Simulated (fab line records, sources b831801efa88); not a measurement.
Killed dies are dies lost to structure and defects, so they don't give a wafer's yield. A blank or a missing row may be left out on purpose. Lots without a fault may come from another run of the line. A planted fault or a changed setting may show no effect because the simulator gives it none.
A struck lot beside a sound one | flow sky130 | 44 steps out of a route of 708
Sound: wafers L652.2, L652.3, L652.6. Struck: wafers L663.2, L663.3, L663.4. The cause comes at the end.
At each step with rows: each side's tool, then ch and its chambers, then its first start. Under that, the readings that differ: sound wafers | struck wafers | difference of the means | sigmas: that difference in standard deviations of wafers without a fault.
alike: readings whose means differ by less than 2 such deviations, and words and numbers that are the same on both sides. not compared: withheld readings, readings that some wafer has no value for, bounds like >300 that may hide the same value, and numbers for which the record gives no deviation and whose values overlap.
The two part at a step that has a row with sigmas, a row that says differs or no value, or rows on one side only. Numbers that don't overlap but have no deviation are shown without sigmas and don't part them. A reading that every wafer of one side lacks parts them only if that side has two wafers or more.

first, 3 steps without rows for these wafers: SKY_FIELD_ISO_CLEAN_20 (cleans in dHF, time 20 s); SKY_FIELD_ISO_WET_ETCH_21 (etches SiO2 in dHF, target depth 20 nm, time 400 s); SKY_FIELD_ISO_OXIDATION_22 (stabilise 600 s, purge 300 s, target thk 10 nm).
SKY_FIELD_ISO_THK_MEAS_23:
  sound on film_metro-01, day 2 16:55; struck on film_metro-02, day 4 17:05
  alike: FIELD_ISO_OXIDATION_01_THK
then, 1 step without rows for these wafers: SKY_FIELD_ISO_CVD_24 (deposits SiO2, target thk 595 nm, time 99.2 s).
SKY_FIELD_ISO_THK_MEAS_25:
  sound on film_metro-03, day 2 17:04; struck on film_metro-02, day 4 17:13
  alike: FIELD_ISO_CVD_24_THK
then, 1 step without rows for these wafers: SKY_FIELD_ISO_ANNEAL_26 (time 1800 s).
SKY_FIELD_ISO_CMP_27: polishes, stops on Si3N4, t overpolish 16 s, target thk 457.8 nm.
  sound on cmp-01 ch 0,1,2, day 2 19:57; struck on cmp-01 ch 1,2,3, day 4 18:46
  alike: motor_current_A, overpolish_run_s, platen_rpm, time_to_endpoint_s
then, 4 steps without rows for these wafers: SKY_FIELD_ISO_WET_ETCH_28 (etches SiO2 in dHF, target depth 23.7 nm, time 47 s); SKY_FIELD_ISO_WET_ETCH_29 (etches Si3N4 in H3PO4, target depth 160 nm, time 1825 s); SKY_FIELD_ISO_WET_ETCH_30 (etches SiO2 in dHF, target depth 25 nm, time 50 s); SKY_NWELL_CLEAN_00 (cleans in SC1/SC2, time 150 s).
SKY_NWELL_OXIDATION_01: stabilise 600 s, purge 300 s, target thk 10 nm.
  sound on furnace-02 ch 0, day 2 23:50; struck on furnace-02 ch 0, day 4 19:41
  reading                                      | sound                | struck               | difference | sigmas
  spike_tc_bottom_C (C)                        | 919.7 919.1 917.4    | 937.1 937.8 937.9    | +18.9      | +20
  spike_tc_centre_C (C)                        | 900.7 902.6 901.4    | 921.6 921.3 921.1    | +19.8      | +20
  spike_tc_lower_C (C)                         | 900.1 900.2 900.9    | 918.0 919.0 918.0    | +17.9      | +19
  spike_tc_top_C (C)                           | 912.4 912.3 911.5    | 930.0 930.8 931.3    | +18.6      | +7
  spike_tc_upper_C (C)                         | 902.7 903.5 902.4    | 920.6 921.2 923.0    | +18.7      | +11
  tube_center_temp_C (C)                       | 899.89 899.94 900.01 | 918.75 918.61 918.75 | +18.76     | +99 or more
  tube_center_temp_C_max                       | 902.1 902.3 902.2    | 921.0 920.8 920.8    | +18.7      | +50
  zone_power_top_pct (%)                       | 29.1 28.7 28.9       | 29.8 29.7 30.1       | +1.0       | +3
  model.SiO2_of_NWELL_OXIDATION_01.thk_nm (nm) | 10.25 10.08 9.981    | 12.39 12.14 12.39    | +2.20      |
SKY_NWELL_THK_MEAS_02:
  sound on film_metro-03, day 3 01:14; struck on film_metro-04, day 4 21:05
  reading                  | sound            | struck            | difference | sigmas
  NWELL_OXIDATION_THK (nm) | 10.28 10.08 9.99 | 12.35 12.13 12.40 | +2.18      | +9
then, 8 steps without rows for these wafers: SKY_DNWELL_DEHYDRATE_00 (time 60 s); SKY_DNWELL_HMDS_01 (prime time 60 s); SKY_DNWELL_COAT_02 (resist thk 3000 nm); SKY_DNWELL_SOFTBAKE_03; SKY_DNWELL_EXPOSE_04 (exposes mask DNM, target cd 3000 nm); SKY_DNWELL_PEB_05; SKY_DNWELL_DEVELOP_06 (develop time 60 s); SKY_DNWELL_IMPLANT_07.
SKY_DNWELL_STRIP_08: strips in O2/N2.
  sound on plasma_asher-04 ch 0,1, day 3 18:03; struck on plasma_asher-04 ch 0,1, day 5 16:01
  alike: drypump_motor_current_A, oes_product_au, strip_time_to_endpoint_s
  not compared: rf_hours_counter_h
SKY_DNWELL_TW_MEAS_09:
  sound on film_metro-03, day 3 18:10; struck on film_metro-03, day 5 16:08
  alike: DNWELL_TW
then, 7 steps without rows for these wafers: SKY_PWDE_DEHYDRATE_00 (time 60 s); SKY_PWDE_HMDS_01 (prime time 60 s); SKY_PWDE_COAT_02 (resist thk 3000 nm); SKY_PWDE_SOFTBAKE_03; SKY_PWDE_EXPOSE_04 (exposes mask PWDEM, target cd 840 nm); SKY_PWDE_PEB_05; SKY_PWDE_DEVELOP_06 (develop time 60 s).
SKY_PWDE_OVL_MEAS_07:
  sound on overlay-02, day 4 10:49; struck on overlay-01, day 6 11:18
  reading       | sound       | struck         | difference | sigmas
  PWDE_OVL (nm) | 0.5 1.5 0.1 | -2.4 -1.0 -1.1 | -2.2       | -2
then, 1 step without rows for these wafers: SKY_PWDE_IMPLANT_08.
SKY_PWDE_STRIP_09: strips in O2/N2.
  sound on plasma_asher-03 ch 0,1, day 4 11:00; struck on plasma_asher-02 ch 0,1, day 6 11:29
  alike: drypump_motor_current_A, oes_product_au, strip_time_to_endpoint_s
  not compared: rf_hours_counter_h
SKY_PWDE_TW_MEAS_10:
  sound on film_metro-03, day 4 11:07; struck on film_metro-03, day 6 11:35
  alike: PWDE_TW
then, 7 steps without rows for these wafers: SKY_NWELL_DEHYDRATE_03 (time 60 s); SKY_NWELL_HMDS_04 (prime time 60 s); SKY_NWELL_COAT_05 (resist thk 3000 nm); SKY_NWELL_SOFTBAKE_06; SKY_NWELL_EXPOSE_07 (exposes mask NWM, target cd 840 nm); SKY_NWELL_PEB_08; SKY_NWELL_DEVELOP_09 (develop time 60 s).
-- the record jumps here: 10 days lie between the struck wafers' starts before and after (it left off in module NWELL and takes up again in module SONOS_ONO, whose first step shown is number 183 of the route) --
SKY_SONOS_ONO_ETCH_15: etches the open film in CHF3/O2, target depth 19.52 nm, time 7.8 s.
  sound on rie_diel-04 ch 1,2, day 13 18:26; struck on rie_diel-01 ch 1,2,3, day 16 17:04
  reading                                      | sound             | struck            | difference | sigmas
  model.SiO2_of_NWELL_OXIDATION_01.thk_nm (nm) | 5.751 5.592 5.498 | 7.888 7.637 7.892 | +2.192     |
  alike: drypump_motor_current_A, oes_product_au, throttle_valve_pct
  not compared: rf_hours_counter_h
-- the record jumps here: 32 days lie between the struck wafers' starts before and after (it left off in module SONOS_ONO and takes up again in module PAD_OPEN, whose first step shown is number 708 of the route) --
SKY_PAD_OPEN_PROBE_99:
  sound on prober-02, day 46 23:14; struck on prober-02, day 49 00:12
  reading                                  | sound                   | struck                  | difference | sigmas
  killed_at_other                          | 0 0 1                   | 1 2 3                   | +2         | +3
  model.etest.pfet_01v8_mvt.off_log10_a_um | -11.12 -11.27 -10.84    | -11.34 -11.44 -11.7     | -0.42      |
  model.etest.pfet_01v8_mvt.vt_sat_v (V)   | -0.588 -0.5976 -0.5772  | -0.6177 -0.6198 -0.6437 | -0.0395    |
  model.etest.pfet_01v8_mvt.vt_v (V)       | -0.6776 -0.6809 -0.6648 | -0.7068 -0.704 -0.7196  | -0.0357    |
  model.etest.pfet_16v.vt_v (V)            | -1.087 -1.086 -1.08     | -1.115 -1.11 -1.123     | -0.032     |
  model.etest.pfet_g5v0d10v5.vt_long_v (V) | -0.9257 -0.9207 -0.9151 | -0.9437 -0.9384 -0.9453 | -0.0220    |
  alike: killed_at_M0_to_M3, killed_at_M4_up, killed_at_contacts, killed_at_front_end, killed_dies, killed_open, killed_short
  not compared: model.etest.pfet_01v8_mvt.drive_ua_um

WHERE THEY PART
First at SKY_NWELL_OXIDATION_01; last, within this record, at SKY_PAD_OPEN_PROBE_99.

WHY: what the simulator had put in
Process parameter drift: furnace-02, from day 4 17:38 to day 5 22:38, at SKY_NWELL_OXIDATION_01. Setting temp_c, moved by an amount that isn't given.
